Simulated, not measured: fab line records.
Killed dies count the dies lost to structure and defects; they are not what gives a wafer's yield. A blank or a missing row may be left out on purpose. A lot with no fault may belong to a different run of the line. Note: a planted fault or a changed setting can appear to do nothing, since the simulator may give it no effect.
The tool behind it: which one?	flow sky130	route of 708 steps, sampled at 1 step: 12 lots, 36 wafers

== WHAT THE GAUGES READ, wafer by wafer ==
SKY_FIELD_ISO_BOW_MEAS_00.
lot	measured	on	INCOMING_BOW (um)
L075	day 1 15:01	film-metro-04	-9 2 -11
L077	day 2 01:01	film-metro-02	3 4 -2
L079	day 2 11:00	film-metro-04	-9 -5 -4
L081	day 2 21:00	film-metro-04	7 -6 -2
L083	day 3 07:00	film-metro-02	4 -9 5
L085	day 3 17:01	film-metro-01	3 0 -2
L087	day 4 03:02	film-metro-04	-14 -2 -7
L089	day 4 13:00	film-metro-02	-2 3 8
L091	day 4 23:02	film-metro-01	-8 7 -15
L093	day 5 09:04	film-metro-02	9 8 -1
L095	day 5 19:00	film-metro-01	-4 -6 4
L097	day 6 05:02	film-metro-01	0 6 5

== EACH LOT AND THE TOOL THAT RAN IT (in order: tool; ch and the chambers of the sampled wafers; start) ==
No process step before these readings appears in the record.

== THE ANSWER, worked out from the rows above alone ==
Rule: the usual values come from the lots themselves. Put in order of their means at a reading, lots are off if they are a third of the lots or fewer, leave a main group of 4 or more, and stand apart from it by a gap of 3 or more times the standard deviation of the main group's means; of several such gaps the widest counts. A main group is skipped when, at the precision printed for the reading in the tables above, its means are all equal. A lot without any number at a reading at which 4 lots or more have one is off too. Where the step has rows for the other lots, those lots are counted as sound.
None of the lots is off at any reading shown; this tells nothing.

== WHAT THE SIMULATOR HAD INSERTED ==
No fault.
